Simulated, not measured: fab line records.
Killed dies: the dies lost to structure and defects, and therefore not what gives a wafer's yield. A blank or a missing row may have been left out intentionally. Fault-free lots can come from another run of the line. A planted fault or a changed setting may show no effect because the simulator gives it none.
fab line records	flow sky130
record: lots: 11	wafers: 33	last-day: 49
route steps=708 shown SD_P@331 SD_N@350 PASSIVATION@692 PAD_OPEN@708
lots that met no fault: taken from a fault-free run of the same line
start-h: hours from the record's opening day to when the first of the lot's shown wafers began	wait-h: how many hours have passed since the lot's step before this one	" the same as in the row above	L1.1+2: one row covering several wafers at once	- no value present, or no start provided	* or withheld: withheld	< > ~ a bound
route shown NAME@n: a module of which the file shows steps, and the number in the route of the first	usual: mean and standard deviation over wafers with no fault	same: alike in all rows	chamber/n: place in a boat	sites: readings site by site	_std_site: the standard deviation of these	_edge_site: the outer-site mean with the inner-site mean subtracted	radius-mm: for every site, how far away it sits from the centre of the wafer	mask NAME#n: copy n	behind: the tool/chamber that last shaped the wafer	hold: why the lot was held/for how many hours/how that ended	device: names the non-switching transistor (n, p or np)	end of line: the same wafers' tests at the end of the route	a step given without rows: its recipe and nothing more	killed: dies lost to structure and defects at the first sort, not the wafer's yield	map: a wafer's dies, marking killed ones x, the rest . and places with no die _
set.NAME: the setting that was run; set.NAME@STEP: the one run at that earlier step	model.NAME: the simulator's own value behind a step, which no gauge read
the route's steps for a sample of lots (tables are steps, rows are wafers)
services: when a tool's chamber went out of use (start-h, in hours from the record's first day, below 0 if earlier), for how many hours, and the reason
== steps ==
step: SKY_SD_P_TW_MEAS_11
usual: SD_P_TW: 2848/17
lot.wafer	tool	chamber	start-h	wait-h	SD_P_TW
L318.1	film-metro-02	-	591.42	0.1	2846
L318.3	"	-	"	"	2849
L318.6	"	-	"	"	2846
L319.1	film-metro-04	-	597.84	0.1	2863
L319.3	"	-	"	"	2869
L319.6	"	-	"	"	2855
L320.1	film-metro-01	-	598.17	0.1	2837
L320.5	"	-	"	"	2854
L320.6	"	-	"	"	2848
L321.4	film-metro-01	-	613.37	0.1	2820
L321.5	"	-	"	"	2826
L321.6	"	-	"	"	2824
L324.1	film-metro-02	-	651.12	0.1	2848
L324.2	"	-	"	"	2855
L324.3	"	-	"	"	2846
L322.1	film-metro-02	-	652.70	0.1	2852
L322.3	"	-	"	"	2852
L322.5	"	-	"	"	2840
L325.2	film-metro-02	-	654.58	0.1	2848
L325.5	"	-	"	"	2860
L325.6	"	-	"	"	2853
L328.1	film-metro-04	-	673.97	0.1	2878
L328.2	"	-	"	"	2883
L328.3	"	-	"	"	2872
L329.3	film-metro-01	-	680.06	0.1	2810
L329.5	"	-	"	"	2836
L329.6	"	-	"	"	2826
L333.2	film-metro-04	-	720.23	0.1	2873
L333.4	"	-	"	"	2879
L333.6	"	-	"	"	2865
L334.3	film-metro-04	-	721.61	0.1	2889
L334.5	"	-	"	"	2871
L334.6	"	-	"	"	2878
step: SKY_SD_N_OVL_MEAS_08
usual: SD_N_OVL: 0.4/1.3
lot.wafer	tool	chamber	start-h	wait-h	SD_N_OVL[nm]
L318.1	overlay-01	-	648.38	0.1	2.7
L318.3	"	-	"	"	1.7
L318.6	"	-	"	"	1.1
L319.1	overlay-01	-	654.01	0.1	-0.3
L319.3	"	-	"	"	0.0
L319.6	"	-	"	"	1.5
L320.1	overlay-02	-	654.93	0.1	-1.1
L320.5	"	-	"	"	-2.0
L320.6	"	-	"	"	-3.0
L321.4	overlay-02	-	669.18	0.1	0.6
L321.5	"	-	"	"	-0.2
L321.6	"	-	"	"	0.1
L324.1	overlay-02	-	707.51	0.1	-1.1
L324.2	"	-	"	"	-0.9
L324.3	"	-	"	"	-0.4
L322.1	overlay-02	-	708.41	0.1	1.0
L322.3	"	-	"	"	-1.9
L322.5	"	-	"	"	1.0
L325.2	overlay-02	-	710.72	0.1	1.1
L325.5	"	-	"	"	-0.6
L325.6	"	-	"	"	-1.9
L328.1	overlay-01	-	728.76	0.1	0.7
L328.2	"	-	"	"	1.2
L328.3	"	-	"	"	0.9
L329.3	overlay-01	-	734.94	0.1	1.8
L329.5	"	-	"	"	1.8
L329.6	"	-	"	"	1.8
L333.2	overlay-01	-	774.47	0.1	0.1
L333.4	"	-	"	"	0.2
L333.6	"	-	"	"	1.5
L334.3	overlay-02	-	776.02	0.1	1.1
L334.5	"	-	"	"	1.3
L334.6	"	-	"	"	1.8
step: SKY_SD_N_RTA_14
recipe: temp-c: 1075	time-s: 2	idle-temp-c: 650	ramp-up-c-per-s: 150	ramp-down-c-per-s: 90	ambient: N2
usual: lamp-power-pct: 15.73/0.056	ramp-up-c-per-s: 150.00/0.025	wafer_temp_C_max: 1078.0/1.4
lot.wafer	tool	chamber	start-h	wait-h	lamp-power-pct	ramp-up-c-per-s	wafer_temp_C_max
L318.1	rtp-anneal-01	0	648.93	0.0	15.66	150.00	1077.9
L318.3	"	0	"	"	15.80	150.00	1077.5
L318.6	"	0	"	"	15.73	150.01	1077.8
L319.1	rtp-anneal-01	0	654.56	0.0	15.72	150.00	1076.5
L319.3	"	0	"	"	15.77	150.01	1076.4
L319.6	"	0	"	"	15.73	150.02	1079.5
L320.1	rtp-anneal-02	0	655.48	0.0	15.81	150.00	1078.5
L320.5	"	0	"	"	15.76	149.98	1079.7
L320.6	"	0	"	"	15.76	150.02	1076.3
L321.4	rtp-anneal-01	0	669.73	0.0	15.78	150.01	1077.8
L321.5	"	0	"	"	15.78	149.98	1076.7
L321.6	"	0	"	"	15.77	149.97	1078.4
L324.1	rtp-anneal-01	0	708.06	0.0	15.77	149.98	1079.8
L324.2	"	0	"	"	15.71	150.01	1079.3
L324.3	"	0	"	"	15.71	150.02	1076.2
L322.1	rtp-anneal-02	0	708.96	0.0	15.79	149.98	1076.8
L322.3	"	0	"	"	15.81	149.98	1076.3
L322.5	"	0	"	"	15.70	150.02	1077.8
L325.2	rtp-anneal-01	0	711.27	0.0	15.79	150.00	1076.2
L325.5	"	0	"	"	15.80	149.99	1079.0
L325.6	"	0	"	"	15.78	150.01	1075.9
L328.1	rtp-anneal-02	0	729.31	0.0	15.64	150.05	1076.5
L328.2	"	0	"	"	15.78	150.04	1078.2
L328.3	"	0	"	"	15.68	149.98	1078.0
L329.3	rtp-anneal-01	0	735.50	0.0	15.69	149.97	1076.3
L329.5	"	0	"	"	15.71	149.96	1076.6
L329.6	"	0	"	"	15.73	150.01	1077.5
L333.2	rtp-anneal-01	0	775.37	0.0	15.75	149.97	1079.4
L333.4	"	0	"	"	15.73	149.99	1076.3
L333.6	"	0	"	"	15.75	149.98	1077.9
L334.3	rtp-anneal-02	0	776.57	0.0	15.67	150.04	1078.2
L334.5	"	0	"	"	15.84	149.98	1078.5
L334.6	"	0	"	"	15.72	150.00	1079.8
step: SKY_PASSIVATION_ETCH_11
recipe: chemistry: CF4/O2	target-depth-nm: 725	stop-on: AlCu	source-w: 800	bias-w: 150	pressure-mtorr: 150	cf4-flow-sccm: 80	O2_flow_sccm: 10	time-s: 161.1
usual: drypump-motor-current-A: 5.6/0.32	oes-product-au: 0.978/0.0067	rf-fwd-power-W: 796.9/2.5	throttle-valve-pct: 5.965/0.0079
lot.wafer	tool	chamber	start-h	wait-h	drypump-motor-current-A	oes-product-au	rf-fwd-power-W	rf-hours-counter-h	throttle-valve-pct
L318.1	rie-diel-04	2	1055.65	-	5.9	0.983	798.6	7	5.958
L318.3	"	1	"	"	5.1	0.981	799.0	16	5.957
L318.6	"	3	"	"	5.4	0.979	794.2	-	5.955
L320.1	rie-diel-04	0	1060.19	-	5.7	0.974	795.6	7	5.962
L320.5	"	3	"	"	5.4	0.978	796.1	-	5.973
L320.6	"	2	"	"	5.9	0.982	798.2	-	5.975
L319.1	rie-diel-03	3	1060.70	-	5.4	0.969	800.1	17	5.956
L319.3	"	2	"	"	5.4	0.977	798.1	20	5.956
L319.6	"	1	"	"	5.4	0.980	798.8	-	5.980
L321.4	rie-diel-04	1	1071.95	-	5.1	0.984	793.1	16	5.958
L321.5	"	0	"	"	5.7	0.984	800.3	-	5.960
L321.6	"	3	"	"	5.4	0.987	797.7	-	5.975
L324.1	rie-diel-02	0	1097.89	-	5.2	0.976	796.9	0	5.959
L324.2	"	2	"	"	6.2	0.984	798.6	12	5.970
L324.3	"	1	"	"	5.9	0.978	798.9	12	5.963
L322.1	rie-diel-02	1	1099.26	-	5.9	0.984	798.1	12	5.969
L322.3	"	3	"	"	5.4	0.982	793.6	15	5.972
L322.5	"	3	"	"	5.4	0.991	794.0	-	5.962
L325.2	rie-diel-04	2	1099.74	-	5.9	0.963	800.1	8	5.969
L325.5	"	1	"	"	5.1	0.974	796.7	-	5.973
L325.6	"	0	"	"	5.7	0.978	797.2	-	5.956
L328.1	rie-diel-04	0	1112.41	-	5.7	0.977	798.2	9	5.979
L328.2	"	1	"	"	5.1	0.981	799.9	18	5.972
L328.3	"	2	"	"	5.9	0.989	795.5	9	5.961
L329.3	rie-diel-02	2	1120.09	-	6.2	0.977	798.8	13	5.966
L329.5	"	1	"	"	5.9	0.975	799.4	-	5.965
L329.6	"	2	"	"	6.2	0.990	800.7	-	5.970
L333.2	rie-diel-04	3	1146.90	-	5.4	0.976	925.6	12	5.959
L333.4	"	2	"	"	5.9	0.988	798.6	11	5.963
L333.6	"	2	"	"	5.9	0.983	795.5	-	5.966
L334.3	rie-diel-04	2	1149.80	-	5.9	0.976	798.0	11	5.972
L334.5	"	2	"	"	5.9	0.981	794.7	-	5.957
L334.6	"	3	"	"	5.4	0.991	923.3	-	5.972
step: SKY_PASSIVATION_STRIP_12
recipe: chemistry: O2/N2	power-w: 1400	pressure-mtorr: 1500	platen-temp-c: withheld	overash-fraction: 0.7	o2-flow-sccm: 3000	n2-flow-sccm: 300
usual: drypump-motor-current-A: 5.7/0.39	o2-flow-sccm: 2997/9.8	oes-product-au: 0.661/0.0046	strip-time-to-endpoint-s: 31.54/0.12
lot.wafer	tool	chamber	start-h	wait-h	drypump-motor-current-A	o2-flow-sccm	oes-product-au	rf-hours-counter-h	strip-time-to-endpoint-s
L318.1	plasma-asher-03	0	1055.76	0.1	6.0	2988	0.660	32	31.60
L318.3	"	0	"	"	6.0	2990	0.658	-	31.63
L318.6	"	1	"	"	6.0	2996	0.662	-	31.64
L320.1	plasma-asher-03	0	1060.30	0.1	6.0	2968	0.662	33	31.73
L320.5	"	0	"	"	6.0	2974	0.661	-	31.69
L320.6	"	1	"	"	6.0	3005	0.657	-	31.62
L319.1	plasma-asher-02	0	1060.82	0.1	5.2	2978	0.661	60	31.68
L319.3	"	1	"	"	5.5	2989	0.657	-	31.59
L319.6	"	1	"	"	5.5	2994	0.658	-	31.58
L321.4	plasma-asher-03	1	1072.09	0.1	6.0	3007	0.665	-	31.65
L321.5	"	1	"	"	6.0	3000	0.668	-	31.61
L321.6	"	0	"	"	6.0	3010	0.663	-	31.55
L324.1	plasma-asher-02	1	1098.00	0.1	5.5	3006	0.659	64	31.56
L324.2	"	0	"	"	5.2	2992	0.663	64	31.61
L324.3	"	0	"	"	5.2	2997	0.665	-	31.57
L322.1	plasma-asher-03	1	1099.37	0.1	6.0	2995	0.662	36	31.59
L322.3	"	0	"	"	6.0	2998	0.665	-	31.57
L322.5	"	0	"	"	6.0	2998	0.664	-	31.61
L325.2	plasma-asher-02	0	1099.85	0.1	5.2	3010	0.672	64	31.57
L325.5	"	1	"	"	5.5	2985	0.668	-	31.63
L325.6	"	0	"	"	5.2	2999	0.659	-	31.60
L328.1	plasma-asher-03	1	1112.52	0.1	6.0	2989	0.668	38	31.69
L328.2	"	0	"	"	6.0	2991	0.661	38	31.61
L328.3	"	0	"	"	6.0	2998	0.661	-	31.62
L329.3	plasma-asher-04	0	1120.23	0.1	6.3	3006	0.659	-	31.70
L329.5	"	0	"	"	6.2	3011	0.660	-	31.49
L329.6	"	1	"	"	5.2	2998	0.659	-	31.52
L333.2	plasma-asher-02	0	1147.01	0.1	5.2	2987	0.665	69	30.62
L333.4	"	1	"	"	5.5	3025	0.663	-	31.43
L333.6	"	1	"	"	5.5	3007	0.667	-	31.22
L334.3	plasma-asher-02	0	1149.94	0.1	5.2	2988	0.656	-	31.55
L334.5	"	1	"	"	5.5	2999	0.661	-	31.41
L334.6	"	0	"	"	5.2	2990	0.664	-	30.70
step: SKY_PAD_OPEN_PROBE_99
usual: defect-limited-yield: 82.5/1.9	killed_at_M0_to_M3: 44/6.4	killed_at_M4_up: 3.4/2.1	killed-at-contacts: 23/5	killed-at-front-end: 15/4.5	killed-at-other: 0.3/0.54	killed-dies: 86/9.5	killed-open: 48/6.9	killed-short: 38/5.9	sort_bin_3_pad_short: 0.8/0.44	sort_bin_5_function: 10.5/1.6	sort_bin_6_memory: 6.1/1.1	sort-n-pass: 406/9.5	sort-yield-pct: 82.5/1.9
same: gross-dies: 492	killed-at-back-side: 0	sort_bin_4_leakage[%]: 0	sort_bin_8_speed[%]: 0
lot.wafer	tool	chamber	start-h	wait-h	defect-limited-yield[%]	killed_at_M0_to_M3	killed_at_M4_up	killed-at-contacts	killed-at-front-end	killed-at-other	killed-dies	killed-open	killed-short	sort_bin_3_pad_short[%]	sort_bin_5_function[%]	sort_bin_6_memory[%]	sort-n-pass	sort-yield-pct[%]
L333.6	prober-01	-	1166.26	0.2	83.1	46	1	21	13	2	83	47	35	1.0	10.6	5.3	409	83.1
killed by level:class
L333.6 VIA1:geometric-particle:open=10 VIA3:geometric-particle:open=10 CONTACT:geometric-particle:short=7 METAL2:geometric-particle:short=6 CONTACT:geometric-particle:open=5 VIA1:geometric-particle:short=5 VIA2:geometric-particle:open=5 FIELD_ISO:geometric-particle:open=4
== services ==
tool	chamber	start-h	hours	kind
plasma-asher-03	-	646.50	1.6	repair
rtp-anneal-02	-	651.21	3.7	pm
rie-diel-02	3	653.61	4.0	repair
plasma-asher-02	-	661.08	13.5	repair
rie-diel-02	1	672.35	2.1	repair
rie-diel-02	2	674.16	54.6	repair
plasma-asher-03	-	678.77	5.7	repair
plasma-asher-03	-	733.75	9.0	pm
plasma-asher-02	-	753.23	4.1	repair
rie-diel-02	2	773.54	4.8	repair
rie-diel-02	2	792.14	6.0	repair
rie-diel-02	3	800.50	8.5	repair
plasma-asher-02	-	817.29	14.6	pm
rtp-anneal-01	-	855.54	13.7	pm
rie-diel-04	-	861.17	4.3	pm
rie-diel-04	0	869.69	2.9	repair
rie-diel-02	-	894.71	2.8	pm
rtp-anneal-01	-	933.65	3.5	pm
plasma-asher-02	-	963.70	4.3	repair
plasma-asher-02	-	977.03	2.0	repair
plasma-asher-03	-	1044.69	4.3	pm
rie-diel-04	1	1050.04	2.7	repair
plasma-asher-03	-	1060.70	4.2	repair
rtp-anneal-01	-	1128.51	1.5	pm
== key ==
first-sign: step: SKY_PASSIVATION_ETCH_11	reading: rf-fwd-power-W	direction: up	sigmas: 52	usual: 796.9	struck: 924.5
effect: step: SKY_PASSIVATION_STRIP_12	reading: strip-time-to-endpoint-s	direction: down	sigmas: 7.2	usual: *	struck: *
met-at SKY_PASSIVATION_ETCH_11
struck-lots L333,L334
struck-wafers L333.2,L334.6
not-acting-at SKY_SD_P_TW_MEAS_11,SKY_SD_N_OVL_MEAS_08,SKY_SD_N_RTA_14
onset-between 1071.95 1146.90
fault: kind: process-parameter-drift	tool: rie-diel-04	chamber: 3	onset-h: 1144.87	steps: SKY_PASSIVATION_ETCH_11	channel: source-w	offset: 128	shape: step	end-h: 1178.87	acts-in: these-recipes-only	stated: 800
